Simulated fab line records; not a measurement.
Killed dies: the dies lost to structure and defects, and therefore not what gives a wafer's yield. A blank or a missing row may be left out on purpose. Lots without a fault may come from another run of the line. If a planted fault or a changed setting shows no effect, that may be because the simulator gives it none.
Which tool was responsible? + flow sfqLine + 7 lots, 21 wafers sampled, at 2 steps of a route of 325

== WHAT THE GAUGES READ, wafer by wafer ==
SFQ_JJ_RS_MEAS_929: measures by four-point-probe.
| lot  | measured     | on           | JJ_NB_RS (ohm/sq) |
|------|--------------|--------------|-------------------|
| L828 | day 48 11:41 | filmMetro-01 | 1.029 1.039 1.037 |
| L830 | day 50 08:05 | filmMetro-02 | 1.074 1.054 1.043 |
| L832 | day 51 10:29 | filmMetro-02 | 1.028 1.038 1.027 |
| L834 | day 52 06:17 | filmMetro-02 | 1.055 1.042 1.047 |
| L837 | day 54 18:23 | filmMetro-02 | 1.052 1.055 1.066 |
| L843 | day 55 04:11 | filmMetro-02 | 1.674 1.028 1.692 |
| L849 | day 55 14:33 | filmMetro-01 | 1.053 1.060 1.040 |

== EACH LOT AND THE TOOL THAT RAN IT (in order: tool; ch and the chambers of the sampled wafers; start) ==
| lot  | SFQ_TRILAYER_JJ_TRILAYER_DEP_SPUTTER_112 |
|------|------------------------------------------|
| L828 | pvdSputter-03, day 48 11:37              |
| L830 | pvdSputter-04, day 50 08:01              |
| L832 | pvdSputter-06, day 51 10:25              |
| L834 | pvdSputter-04, day 52 06:11              |
| L837 | pvdSputter-03, day 54 18:18              |
| L843 | pvdSputter-04, day 55 04:06              |
| L849 | pvdSputter-03, day 55 14:28              |
- SFQ_TRILAYER_JJ_TRILAYER_DEP_SPUTTER_112: material Nb, target thk 170 nm, time 113.3 s.

== THE ANSWER, worked out from the rows above alone ==
Rule: usual is defined by the lots themselves. Put in order of their means at a reading, lots are off if they are a third of the lots or fewer, leave a main group of 4 or more, and stand apart from it by a gap of 3 or more times the standard deviation of the main group's means; of several such gaps the widest counts. The tables above print the reading to a certain number of digits; a main group whose means all agree to those digits is not used. Also off: a lot with no number at a reading for which 4 or more lots have one. Where the step has rows for the other lots, those lots are counted as sound.
Off: L843, seen at SFQ_JJ_RS_MEAS_929 (JJ_NB_RS). For the main group the mean is 1.047 ohm/sq and the standard deviation 0.01.
A tool fits if, at a process step before that reading, it ran every lot that is off, and no sound lot after the first of them. Gauges at SFQ_JJ_RS_MEAS_929: tried the same way as those tools. Undecided on this evidence; 2 tools fit (pvdSputter-04 at SFQ_TRILAYER_JJ_TRILAYER_DEP_SPUTTER_112, filmMetro-02 at SFQ_JJ_RS_MEAS_929).

== WHAT HAD BEEN PUT IN BY THE SIMULATOR ==
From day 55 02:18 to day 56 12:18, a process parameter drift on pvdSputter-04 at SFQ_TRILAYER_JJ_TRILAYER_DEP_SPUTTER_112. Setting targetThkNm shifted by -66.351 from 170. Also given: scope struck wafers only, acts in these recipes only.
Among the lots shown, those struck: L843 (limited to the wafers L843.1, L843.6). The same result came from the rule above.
